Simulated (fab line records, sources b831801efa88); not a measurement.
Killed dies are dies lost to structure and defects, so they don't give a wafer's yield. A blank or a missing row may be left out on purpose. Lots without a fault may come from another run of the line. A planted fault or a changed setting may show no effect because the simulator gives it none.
fab line records | flow sfq_line
record lots=5 wafers=23
route steps=325 shown I1@78 M2@95 I2@108 M3@122 I3@140 M4@152 I4@168 JJ@179
start_h: hours from the record's first day to the start of the lot's first wafer shown | wait_h: hours since the lot's step before | " the same as in the row above | L1.1+2: a row that stands for several wafers | - no value, or no start given | * or withheld: withheld | < > ~ a bound
route shown NAME@n: a module of which the file shows steps, and the number in the route of the first | usual: mean/standard deviation of fault-free wafers | same: alike in all rows | chamber/n: place in a boat | sites: the reading at each site | _std_site: their standard deviation | _edge_site: outer sites' mean less inner sites' | radius_mm: how far each site lies from the wafer's centre | mask NAME#n: copy n | behind: the tool/chamber that last shaped the wafer | hold: why the lot was held/for how many hours/how that ended | device: the transistor (n, p or np) that didn't switch | end of line: the same wafers' tests at the end of the route | a step without rows: its recipe alone | killed: dies lost to structure and defects at the first sort, not the wafer's yield | map: a wafer's dies, x killed, . not, _ none there
set.NAME: the setting as run; set.NAME@STEP: as run at that earlier step | model.NAME: the simulator's own value behind a step, which no gauge read
lots whose settings were changed on purpose; a table a step, a row a wafer
## steps
# step SFQ_TRILAYER_I1_VIA_LITHO_COAT_049
# recipe resist=KrF spin_rpm=3000 resist_thk_nm=650
# columns lot.wafer tool chamber start_h wait_h set.spin_rpm model.KrF_of_TRILAYER_I1_VIA_LITHO_COAT_049.thk_nm
L076.1 litho_track-01 0 432.37 0.2 2943 658.9
L076.2 " 0 " " 3000 653
L076.4 " 0 " " 2943 656.8
L076.5 " 0 " " 2943 657.5
L076.6 " 0 " " 3000 654
L078.1 litho_track-01 0 440.77 0.2 3000 652.6
L078.2 " 0 " " 3000 652.2
L078.3 " 0 " " 3000 651.6
L078.4 " 0 " " 3000 650.2
L078.5 " 0 " " 3000 652.5
L079.1 litho_track-03 0 486.26 0.2 3000 649
L079.2 " 0 " " 3000 651.3
L079.3 " 0 " " 3000 651.2
L079.4 " 0 " " 3000 651.7
L079.5 " 0 " " 3000 650.9
L080.2 litho_track-01 0 498.82 0.2 3000 653.9
L080.3 " 0 " " 3000 654.3
L080.6 " 0 " " 3000 653.4
L081.1 litho_track-01 0 511.46 0.2 2781 674.5
L081.2 " 0 " " 3000 651.6
L081.3 " 0 " " 3000 654.1
L081.4 " 0 " " 2781 675
L081.6 " 0 " " 2781 675.1
# step SFQ_TRILAYER_I1_VIA_BARC_OPEN_VIA_ETCH_071
# recipe mask_material=PR chemistry=O2 target_depth_nm=125 target=BARC source_w=500 bias_w=80 pressure_mtorr=30 time_s=41.7
# columns lot.wafer tool chamber start_h wait_h set.source_w set.spin_rpm@TRILAYER_I1_VIA_LITHO_COAT_049 model.KrF_of_TRILAYER_I1_VIA_LITHO_COAT_049.thk_nm
L076.1 rie_diel-01 3 593.45 0.0 500 2943 581.6
L076.2 " 2 " " 452.5 3000 579.9
L076.4 " 0 " " 452.5 2943 583.7
L076.5 " 2 " " 500 2943 579.9
L076.6 " 3 " " 452.5 3000 581.2
L078.1 rie_diel-02 0 601.85 0.0 444.6 3000 580.4
L078.2 " 2 " " 444.6 3000 580.5
L078.3 " 1 " " 500 3000 574.2
L078.4 " 3 " " 500 3000 573.9
L078.5 " 2 " " 444.6 3000 580.6
L079.1 rie_diel-01 0 651.05 0.0 500 3000 571.8
L079.2 " 3 " " 500 3000 574.6
L079.3 " 2 " " 500 3000 574.3
L079.4 " 1 " " 500 3000 575.3
L079.5 " 0 " " 500 3000 573.1
L080.2 rie_diel-01 3 663.05 0.0 500 3000 576.5
L080.3 " 2 " " 500 3000 576.9
L080.6 " 3 " " 500 3000 576.2
L081.1 rie_diel-01 2 675.21 0.0 527.2 2781 595.2
L081.2 " 0 " " 500 3000 574.7
L081.3 " 1 " " 527.2 3000 575.1
L081.4 " 3 " " 527.2 2781 596
L081.6 " 3 " " 500 2781 598.6
# step SFQ_TRILAYER_I1_VIA_ETCH_VIA_ETCH_052
# recipe target=SiO2 stop_on=Nb mask_material=PR taper_deg=20 chemistry=CHF3 target_depth_nm=260 source_w=500 bias_w=80 pressure_mtorr=30 time_s=withheld
# columns lot.wafer tool chamber start_h wait_h set.spin_rpm@TRILAYER_I1_VIA_LITHO_COAT_049 set.source_w@TRILAYER_I1_VIA_BARC_OPEN_VIA_ETCH_071 model.KrF_of_TRILAYER_I1_VIA_LITHO_COAT_049.thk_nm
L076.1 rie_diel-01 3 593.49 0.0 2943 500 536.9
L076.2 " 2 " " 3000 452.5 535
L076.4 " 0 " " 2943 452.5 538.6
L076.5 " 2 " " 2943 500 534.8
L076.6 " 3 " " 3000 452.5 536.3
L078.1 rie_diel-02 0 601.89 0.0 3000 444.6 535.9
L078.2 " 2 " " 3000 444.6 535.5
L078.3 " 1 " " 3000 500 529.8
L078.4 " 3 " " 3000 500 529.6
L078.5 " 2 " " 3000 444.6 536.2
L079.1 rie_diel-01 0 651.09 0.0 3000 500 526.2
L079.2 " 3 " " 3000 500 529.5
L079.3 " 2 " " 3000 500 529
L079.4 " 1 " " 3000 500 530
L079.5 " 0 " " 3000 500 527.9
L080.2 rie_diel-01 3 663.09 0.0 3000 500 531.9
L080.3 " 2 " " 3000 500 532
L080.6 " 3 " " 3000 500 531.2
L081.1 rie_diel-01 2 675.25 0.0 2781 527.2 550.1
L081.2 " 0 " " 3000 500 529.5
L081.3 " 1 " " 3000 527.2 530.5
L081.4 " 3 " " 2781 527.2 551.2
L081.6 " 3 " " 2781 500 553.9
# step SFQ_TRILAYER_M2_LITHO_EXPOSE_058
# recipe mask_id=M2 na=0.6 source_shape=conventional sigma_outer=0.65 target_cd_nm=500 dose_mj=14.4
# columns lot.wafer tool chamber start_h wait_h mask set.dose_mj
L076.1+2+6 krf_scanner-02 0 761.67 - M2#0 14.4
L076.4+5 " 0 " " M2#0 14.82
L078.1+2+3 krf_scanner-02 0 767.67 - M2#0 13.85
L078.4+5 " 0 " " M2#0 14.4
L079.1+5 krf_scanner-01 0 811.80 - M2#0 15.31
L079.2+3+4 " 0 " " M2#0 14.4
L080.2+3+6 krf_scanner-01 0 819.20 - M2#0 14.4
L081.1+2+4 krf_scanner-01 0 832.20 - M2#0 14.84
L081.3+6 " 0 " " M2#0 14.4
# step SFQ_TRILAYER_M2_BARC_OPEN_METAL_ETCH_077
# recipe mask_material=PR chemistry=O2 target_depth_nm=125 target=BARC icp_w=600 bias_w=80 pressure_mtorr=10 time_s=41.7
# columns lot.wafer tool chamber start_h wait_h set.bias_w set.dose_mj@TRILAYER_M2_LITHO_EXPOSE_058 model.M2.cd_nm
L076.1 rie_metal-01 0 763.21 0.0 88.55 14.4 499.5
L076.2 " 1 " " 88.55 14.4 500.8
L076.4 " 0 " " 80 14.82 496.2
L076.5 " 0 " " 88.55 14.82 495.3
L076.6 " 1 " " 80 14.4 500.4
L078.1 rie_metal-04 1 769.21 0.0 84.81 13.85 507.2
L078.2 " 0 " " 80 13.85 507
L078.3 " 0 " " 80 13.85 506.7
L078.4 " 1 " " 80 14.4 499
L078.5 " 0 " " 84.81 14.4 499.9
L079.1 rie_metal-04 0 813.33 0.0 80 15.31 486.6
L079.2+3 " 1,0 " " 80 14.4 497
L079.4 " 1 " " 80 14.4 498
L079.5 " 1 " " 80 15.31 489
L080.2 rie_metal-04 0 820.53 0.0 80 14.4 500.5
L080.3 " 0 " " 80 14.4 499.2
L080.6 " 0 " " 80 14.4 498.6
L081.1 rie_metal-01 0 833.73 0.0 83.69 14.84 493.1
L081.2 " 1 " " 80 14.84 493.7
L081.3 " 0 " " 80 14.4 498.5
L081.4 " 1 " " 80 14.84 493.8
L081.6 " 1 " " 83.69 14.4 498.7
# step SFQ_TRILAYER_M2_ETCH_METAL_ETCH_060
# recipe target=Nb stop_on=SiO2 mask_material=PR chemistry=Cl2/Ar target_depth_nm=240 icp_w=600 bias_w=82.71 pressure_mtorr=10 time_s=120
# columns lot.wafer tool chamber start_h wait_h set.dose_mj@TRILAYER_M2_LITHO_EXPOSE_058 model.M2.cd_nm
L076.1 rie_metal-01 0 763.27 0.0 14.4 498.3
L076.2 " 1 " " 14.4 501.7
L076.4 " 0 " " 14.82 495.3
L076.5 " 0 " " 14.82 494.3
L076.6 " 1 " " 14.4 500.1
L078.1 rie_metal-04 1 769.27 0.0 13.85 508.4
L078.2 " 0 " " 13.85 508.9
L078.3 " 0 " " 13.85 506.8
L078.4 " 1 " " 14.4 500.2
L078.5 " 0 " " 14.4 499.8
L079.1 rie_metal-04 0 813.39 0.0 15.31 485.4
L079.2 " 1 " " 14.4 496.6
L079.3 " 0 " " 14.4 496.1
L079.4 " 1 " " 14.4 497.8
L079.5 " 1 " " 15.31 488.8
L080.2 rie_metal-04 0 820.59 0.0 14.4 500
L080.3 " 0 " " 14.4 498.2
L080.6 " 0 " " 14.4 497.4
L081.1 rie_metal-01 0 833.79 0.0 14.84 492.4
L081.2 " 1 " " 14.84 494.6
L081.3 " 0 " " 14.4 497.8
L081.4 " 1 " " 14.84 494.9
L081.6 " 1 " " 14.4 499.2
# step SFQ_TRILAYER_I2_VIA_LITHO_COAT_067
# recipe resist=KrF spin_rpm=3000 resist_thk_nm=650
# columns lot.wafer tool chamber start_h wait_h set.spin_rpm model.KrF_of_TRILAYER_I2_VIA_LITHO_COAT_067.thk_nm
L076.1 litho_track-01 0 772.31 0.2 2929 656.9
L076.2 " 0 " " 3000 650.5
L076.4 " 0 " " 3000 649.9
L076.5 " 0 " " 3000 647.5
L076.6 " 0 " " 2929 657.4
L078.1 litho_track-04 0 778.51 0.2 3000 652.7
L078.2 " 0 " " 3000 652.1
L078.3 " 0 " " 3000 652.5
L078.4 " 0 " " 3000 651.9
L078.5 " 0 " " 3000 651.1
L079.1 litho_track-04 0 820.66 0.2 3000 648.2
L079.2 " 0 " " 2796 671.2
L079.3 " 0 " " 3000 649.8
L079.4 " 0 " " 2796 671.9
L079.5 " 0 " " 2796 675.2
L080.2 litho_track-02 0 829.36 0.2 3000 647.9
L080.3 " 0 " " 3000 650.6
L080.6 " 0 " " 3000 649.2
L081.1 litho_track-02 0 839.57 0.2 3000 647.9
L081.2+4 " 0 " " 2829 668
L081.3 " 0 " " 3000 650.1
L081.6 " 0 " " 3000 648.7
# step SFQ_TRILAYER_M3_LITHO_COAT_080
# recipe resist=BARC spin_rpm=3000 resist_thk_nm=62
# columns lot.wafer tool chamber start_h wait_h set.resist_thk_nm model.BARC_of_TRILAYER_M3_LITHO_COAT_080.thk_nm
L076.1 litho_track-04 0 776.48 0.1 59.77 59.48
L076.2 " 0 " " 59.77 59.77
L076.4 " 0 " " 62 61.87
L076.5 " 0 " " 62 61.79
L076.6 " 0 " " 62 61.89
L078.1 litho_track-03 0 784.90 0.1 63.38 63.69
L078.2 " 0 " " 62 62.18
L078.3 " 0 " " 63.38 63.73
L078.4 " 0 " " 62 62.36
L078.5 " 0 " " 62 62.26
L079.1 litho_track-04 0 824.00 0.1 63.88 64.27
L079.2 " 0 " " 62 62.32
L079.3 " 0 " " 62 62.31
L079.4 " 0 " " 63.88 64.05
L079.5 " 0 " " 63.88 64.21
L080.2 litho_track-03 0 833.18 0.1 62 62.07
L080.3 " 0 " " 62 62.09
L080.6 " 0 " " 62 62.13
L081.1 litho_track-02 0 844.22 0.1 62 62.38
L081.2+4 " 0 " " 62 62.24
L081.3 " 0 " " 62 62.18
L081.6 " 0 " " 62 62.43
# step SFQ_TRILAYER_I3_VIA_LITHO_EXPOSE_086
# recipe mask_id=I3 na=0.6 source_shape=conventional sigma_outer=0.65 target_cd_nm=500 dose_mj=21.3
# columns lot.wafer tool chamber start_h wait_h mask set.dose_mj
L076.1+2+4+5+6 krf_scanner-02 0 936.47 - I3#0 21.3
L078.1+3+4 krf_scanner-02 0 942.47 - I3#0 21.3
L078.2+5 " 0 " " I3#0 20.77
L079.1+2+3+4+5 krf_scanner-01 0 972.61 - I3#0 21.3
L080.2+3+6 krf_scanner-01 0 980.11 - I3#0 21.3
L081.1+2+6 krf_scanner-01 0 981.11 - I3#0 22.2
L081.3+4 " 0 " " I3#0 21.3
# step SFQ_TRILAYER_I3_VIA_LITHO_PEB_088
# recipe peb_temp_c=115 peb_time_s=60 resist=KrF
# step SFQ_TRILAYER_I3_VIA_LITHO_DEVELOP_087
# recipe time_s=60 resist=KrF
# step SFQ_TRILAYER_I3_VIA_BARC_OPEN_VIA_ETCH_121
# recipe mask_material=PR chemistry=O2 target_depth_nm=125 target=BARC source_w=500 bias_w=80 pressure_mtorr=30 time_s=41.7
# columns lot.wafer tool chamber start_h wait_h set.dose_mj@TRILAYER_I3_VIA_LITHO_EXPOSE_086 model.I3.cd_nm
L076.1 rie_diel-04 0 938.00 0.0 21.3 502.4
L076.2 " 2 " " 21.3 502.7
L076.4 " 1 " " 21.3 503.3
L076.5 " 1 " " 21.3 502.3
L076.6 " 0 " " 21.3 502.8
L078.1 rie_diel-03 0 944.00 0.0 21.3 500.4
L078.2+5 " 3,2 " " 20.77 494.9
L078.3 " 2 " " 21.3 499.4
L078.4 " 1 " " 21.3 499.9
L079.1 rie_diel-01 2 974.15 0.0 21.3 497
L079.2 " 0 " " 21.3 498
L079.3 " 1 " " 21.3 498.3
L079.4 " 3 " " 21.3 499.4
L079.5 " 0 " " 21.3 497.7
L080.2 rie_diel-04 1 981.45 0.0 21.3 499.4
L080.3 " 3 " " 21.3 500.5
L080.6 " 0 " " 21.3 500.9
L081.1+6 rie_diel-01 2,0 982.65 0.0 22.2 505
L081.2 " 3 " " 22.2 507
L081.3 " 1 " " 21.3 501.1
L081.4 " 0 " " 21.3 499.7
# step SFQ_TRILAYER_I3_VIA_ETCH_VIA_ETCH_088
# recipe target=SiO2 stop_on=Nb mask_material=PR taper_deg=20 chemistry=CHF3 target_depth_nm=260 source_w=500 bias_w=80 pressure_mtorr=30 time_s=withheld
# columns lot.wafer tool chamber start_h wait_h set.bias_w set.dose_mj@TRILAYER_I3_VIA_LITHO_EXPOSE_086 model.I3.cd_nm
L076.1 rie_diel-04 0 938.04 0.0 89.24 21.3 504
L076.2 " 2 " " 80 21.3 502.8
L076.4 " 1 " " 89.24 21.3 503.7
L076.5 " 1 " " 89.24 21.3 502.6
L076.6 " 0 " " 80 21.3 504.3
L078.1 rie_diel-03 0 944.04 0.0 87.62 21.3 501.7
L078.2 " 3 " " 80 20.77 495.7
L078.3 " 2 " " 80 21.3 499.8
L078.4 " 1 " " 87.62 21.3 499.6
L078.5 " 2 " " 87.62 20.77 495.9
L079.1 rie_diel-01 2 974.19 0.0 80 21.3 495.8
L079.2 " 0 " " 80 21.3 497.2
L079.3 " 1 " " 73.77 21.3 495.8
L079.4 " 3 " " 80 21.3 499
L079.5 " 0 " " 73.77 21.3 497
L080.2 rie_diel-04 1 981.49 0.0 80 21.3 497.9
L080.3 " 3 " " 80 21.3 498.8
L080.6 " 0 " " 80 21.3 500.3
L081.1 rie_diel-01 2 982.69 0.0 76.64 22.2 503.6
L081.2 " 3 " " 76.64 22.2 505.6
L081.3 " 1 " " 80 21.3 499.6
L081.4 " 0 " " 76.64 21.3 499.6
L081.6 " 0 " " 80 22.2 504.3
# step SFQ_TRILAYER_M4_LITHO_COAT_098
# recipe resist=BARC spin_rpm=3000 resist_thk_nm=62
# columns lot.wafer tool chamber start_h wait_h set.spin_rpm model.BARC_of_TRILAYER_M4_LITHO_COAT_098.thk_nm
L076.1 litho_track-02 0 939.23 0.1 2857 63.64
L076.2 " 0 " " 2857 63.46
L076.4 " 0 " " 2857 63.53
L076.5 " 0 " " 3000 61.88
L076.6 " 0 " " 3000 62.01
L078.1 litho_track-02 0 945.83 0.1 3000 61.79
L078.2 " 0 " " 2811 63.8
L078.3 " 0 " " 2811 64.07
L078.4 " 0 " " 3000 62.08
L078.5 " 0 " " 2811 63.94
L079.1 litho_track-02 0 975.98 0.1 2860 63.52
L079.2 " 0 " " 2860 63.65
L079.3 " 0 " " 2860 63.69
L079.4 " 0 " " 3000 62.11
L079.5 " 0 " " 3000 61.92
L080.2 litho_track-03 0 983.33 0.1 3000 62.43
L080.3 " 0 " " 3000 62.25
L080.6 " 0 " " 3000 62.29
L081.1 litho_track-01 0 983.88 0.1 3000 61.87
L081.2 " 0 " " 3000 61.9
L081.3 " 0 " " 3000 62.11
L081.4 " 0 " " 3000 61.82
L081.6 " 0 " " 3000 61.94
# step SFQ_TRILAYER_M4_BARC_OPEN_METAL_ETCH_123
# recipe mask_material=PR chemistry=O2 target_depth_nm=125 target=BARC icp_w=600 bias_w=80 pressure_mtorr=10 time_s=41.7
# usual oes_product_au=0.685/0.0048
# columns lot.wafer tool chamber start_h wait_h set.time_s oes_product_au model.KrF_of_TRILAYER_M4_LITHO_COAT_093.thk_nm
L076.1 rie_metal-01 1 1070.23 0.0 41.7 0.698 524.3
L076.2 " 0 " " 36.4 0.738 530.8
L076.4 " 0 " " 41.7 0.695 524
L076.5 " 0 " " 36.4 0.720 530.9
L076.6 " 1 " " 41.7 0.685 524.1
L078.1 rie_metal-01 0 1082.23 0.0 41.7 0.685 519.6
L078.2 " 0 " " 41.7 0.695 522.1
L078.3 " 0 " " 41.7 0.693 521.2
L078.4 " 0 " " 41.7 0.688 521.3
L078.5 " 0 " " 41.7 0.699 521.9
L079.1 rie_metal-01 0 1121.52 0.0 41.7 0.698 523
L079.2 " 1 " " 35.97 0.752 529
L079.3 " 1 " " 35.97 0.751 529.8
L079.4 " 0 " " 35.97 0.739 528.5
L079.5 " 1 " " 41.7 0.691 520.3
L080.2 rie_metal-04 1 1129.92 0.0 41.7 0.695 522.8
L080.3 " 0 " " 41.7 0.685 523
L080.6 " 1 " " 41.7 0.677 525.5
L081.1 rie_metal-01 0 1131.12 0.0 41.7 0.680 521.7
L081.2 " 1 " " 41.7 0.687 524.4
L081.3 " 0 " " 41.7 0.687 522.7
L081.4 " 1 " " 37.39 0.717 527.6
L081.6 " 1 " " 37.39 0.712 529.5
# step SFQ_TRILAYER_M4_ETCH_METAL_ETCH_096
# recipe target=Nb stop_on=SiO2 mask_material=PR chemistry=Cl2/Ar target_depth_nm=240 icp_w=600 bias_w=80 pressure_mtorr=10 time_s=120
# columns lot.wafer tool chamber start_h wait_h set.time_s@TRILAYER_M4_BARC_OPEN_METAL_ETCH_123 model.KrF_of_TRILAYER_M4_LITHO_COAT_093.thk_nm
L076.1 rie_metal-01 1 1070.29 0.0 41.7 381.7
L076.2 " 0 " " 36.4 389.5
L076.4 " 0 " " 41.7 381.6
L076.5 " 0 " " 36.4 390.1
L076.6 " 1 " " 41.7 381.8
L078.1 rie_metal-01 0 1082.35 0.1 41.7 378
L078.2 " 0 " " 41.7 380.7
L078.3 " 0 " " 41.7 380.8
L078.4 " 0 " " 41.7 380.5
L078.5 " 0 " " 41.7 381.2
L079.1 rie_metal-01 0 1121.58 0.0 41.7 382.6
L079.2+3 " 1 " " 35.97 386
L079.4 " 0 " " 35.97 388.2
L079.5 " 1 " " 41.7 377.2
L080.2 rie_metal-04 1 1129.98 0.0 41.7 379.8
L080.3 " 0 " " 41.7 378.2
L080.6 " 1 " " 41.7 382.5
L081.1 rie_metal-01 0 1131.18 0.0 41.7 380.9
L081.2 " 1 " " 41.7 382.5
L081.3 " 0 " " 41.7 382
L081.4 " 1 " " 37.39 385
L081.6 " 1 " " 37.39 387.6
# step SFQ_TRILAYER_I4_VIA_LITHO_COAT_103
# recipe resist=KrF spin_rpm=3000 resist_thk_nm=650
# columns lot.wafer tool chamber start_h wait_h set.resist_thk_nm model.KrF_of_TRILAYER_I4_VIA_LITHO_COAT_103.thk_nm
L076.1 litho_track-02 0 1080.92 0.2 650 650.6
L076.2 " 0 " " 650 650.9
L076.4 " 0 " " 650 649.3
L076.5 " 0 " " 650 651.6
L076.6 " 0 " " 650 651.2
L078.1 litho_track-02 0 1092.92 0.2 650 652.1
L078.2 " 0 " " 650 651.2
L078.3 " 0 " " 618.6 621
L078.4 " 0 " " 650 651.1
L078.5 " 0 " " 618.6 619.8
L079.1 litho_track-04 0 1133.71 0.2 650 650.7
L079.2 " 0 " " 650 648.7
L079.3 " 0 " " 677.1 676.4
L079.4 " 0 " " 677.1 675
L079.5 " 0 " " 677.1 677.3
L080.2 litho_track-04 0 1142.76 0.2 650 647.6
L080.3 " 0 " " 650 647.5
L080.6 " 0 " " 650 648.8
L081.1 litho_track-01 0 1145.71 0.2 664.6 664.3
L081.2 " 0 " " 650 652.7
L081.3 " 0 " " 650 650.9
L081.4 " 0 " " 664.6 665.1
L081.6 " 0 " " 664.6 663.8
# step SFQ_TRILAYER_JJ_TRILAYER_DEP_SPUTTER_109
# recipe material=Nb base_pressure_pa=1.33e-06 chamber_pressure_pa=0.1333 substrate_temp_c=20 target_thk_nm=150 power_w=2000 time_s=100
# columns lot.wafer tool chamber start_h wait_h set.time_s model.Nb_of_TRILAYER_JJ_TRILAYER_DEP_SPUTTER_109.thk_nm
L076.1 pvd_sputter-05 - 1222.02 0.0 100 151.3
L076.2 " - " " 100 150.2
L076.4 " - " " 100 149
L076.5 " - " " 100 150.1
L076.6 " - " " 100 150.3
L078.1 pvd_sputter-04 - 1232.82 0.0 100 150.4
L078.2 " - " " 100 149
L078.3 " - " " 86.21 129.1
L078.4 " - " " 86.21 127.9
L078.5 " - " " 100 150.1
L079.1 pvd_sputter-05 - 1262.84 0.0 100 148.8
L079.2 " - " " 100 147.9
L079.3 " - " " 100 146.6
L079.4 " - " " 100 147.5
L079.5 " - " " 100 147.4
L080.2 pvd_sputter-06 - 1272.55 0.0 100 149.3
L080.3 " - " " 100 150.4
L080.6 " - " " 100 149.6
L081.1 pvd_sputter-04 - 1276.16 0.0 100 150
L081.2 " - " " 86.91 128.6
L081.3+4 " - " " 100 148.4
L081.6 " - " " 86.91 128.5
## key
split step=SFQ_TRILAYER_I1_VIA_LITHO_COAT_049 setting=spin_rpm stated=3000 by=wafer
response step=SFQ_TRILAYER_I1_VIA_LITHO_COAT_049 reading=model.KrF_of_TRILAYER_I1_VIA_LITHO_COAT_049.thk_nm change=-2.97 per=1% r=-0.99
response step=SFQ_TRILAYER_I1_VIA_BARC_OPEN_VIA_ETCH_071 reading=model.KrF_of_TRILAYER_I1_VIA_LITHO_COAT_049.thk_nm change=-2.82 per=1% r=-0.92
response step=SFQ_TRILAYER_I1_VIA_ETCH_VIA_ETCH_052 reading=model.KrF_of_TRILAYER_I1_VIA_LITHO_COAT_049.thk_nm slope=-2.99 per=1% together_with=source_w@TRILAYER_I1_VIA_BARC_OPEN_VIA_ETCH_071 explained=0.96
split step=SFQ_TRILAYER_I1_VIA_BARC_OPEN_VIA_ETCH_071 setting=source_w stated=500 by=wafer
response step=SFQ_TRILAYER_I1_VIA_BARC_OPEN_VIA_ETCH_071 reading=model.KrF_of_TRILAYER_I1_VIA_LITHO_COAT_049.thk_nm slope=-0.509 per=1% together_with=spin_rpm@TRILAYER_I1_VIA_LITHO_COAT_049 explained=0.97
response step=SFQ_TRILAYER_I1_VIA_ETCH_VIA_ETCH_052 reading=model.KrF_of_TRILAYER_I1_VIA_LITHO_COAT_049.thk_nm slope=-0.492 per=1% together_with=spin_rpm@TRILAYER_I1_VIA_LITHO_COAT_049 explained=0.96
split step=SFQ_TRILAYER_M2_LITHO_EXPOSE_058 setting=dose_mj stated=14.4 by=wafer
response step=SFQ_TRILAYER_M2_BARC_OPEN_METAL_ETCH_077 reading=model.M2.cd_nm change=-1.63 per=1% r=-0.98
response step=SFQ_TRILAYER_M2_ETCH_METAL_ETCH_060 reading=model.M2.cd_nm change=-1.67 per=1% r=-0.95
split step=SFQ_TRILAYER_M2_BARC_OPEN_METAL_ETCH_077 setting=bias_w stated=80 by=wafer
response none clear
split step=SFQ_TRILAYER_I2_VIA_LITHO_COAT_067 setting=spin_rpm stated=3000 by=wafer
response step=SFQ_TRILAYER_I2_VIA_LITHO_COAT_067 reading=model.KrF_of_TRILAYER_I2_VIA_LITHO_COAT_067.thk_nm change=-3.43 per=1% r=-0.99
split step=SFQ_TRILAYER_M3_LITHO_COAT_080 setting=resist_thk_nm stated=62 by=wafer
response step=SFQ_TRILAYER_M3_LITHO_COAT_080 reading=model.BARC_of_TRILAYER_M3_LITHO_COAT_080.thk_nm change=+0.623 per=1% r=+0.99
split step=SFQ_TRILAYER_I3_VIA_LITHO_EXPOSE_086 setting=dose_mj stated=21.3 by=wafer
response step=SFQ_TRILAYER_I3_VIA_BARC_OPEN_VIA_ETCH_121 reading=model.I3.cd_nm change=+1.45 per=1% r=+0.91
response step=SFQ_TRILAYER_I3_VIA_ETCH_VIA_ETCH_088 reading=model.I3.cd_nm change=+1.34 per=1% r=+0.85
split step=SFQ_TRILAYER_I3_VIA_ETCH_VIA_ETCH_088 setting=bias_w stated=80 by=wafer
response none clear
split step=SFQ_TRILAYER_M4_LITHO_COAT_098 setting=spin_rpm stated=3000 by=wafer
response step=SFQ_TRILAYER_M4_LITHO_COAT_098 reading=model.BARC_of_TRILAYER_M4_LITHO_COAT_098.thk_nm change=-0.33 per=1% r=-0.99
split step=SFQ_TRILAYER_M4_BARC_OPEN_METAL_ETCH_123 setting=time_s stated=41.7 by=wafer
response step=SFQ_TRILAYER_M4_BARC_OPEN_METAL_ETCH_123 reading=oes_product_au change=-0.00327 per=1% r=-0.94
response step=SFQ_TRILAYER_M4_BARC_OPEN_METAL_ETCH_123 reading=model.KrF_of_TRILAYER_M4_LITHO_COAT_093.thk_nm change=-0.537 per=1% r=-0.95
response step=SFQ_TRILAYER_M4_ETCH_METAL_ETCH_096 reading=model.KrF_of_TRILAYER_M4_LITHO_COAT_093.thk_nm change=-0.533 per=1% r=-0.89
split step=SFQ_TRILAYER_I4_VIA_LITHO_COAT_103 setting=resist_thk_nm stated=650 by=wafer
response step=SFQ_TRILAYER_I4_VIA_LITHO_COAT_103 reading=model.KrF_of_TRILAYER_I4_VIA_LITHO_COAT_103.thk_nm change=+6.32 per=1% r=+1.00
split step=SFQ_TRILAYER_JJ_TRILAYER_DEP_SPUTTER_109 setting=time_s stated=100 by=wafer
response step=SFQ_TRILAYER_JJ_TRILAYER_DEP_SPUTTER_109 reading=model.Nb_of_TRILAYER_JJ_TRILAYER_DEP_SPUTTER_109.thk_nm change=+1.55 per=1% r=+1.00
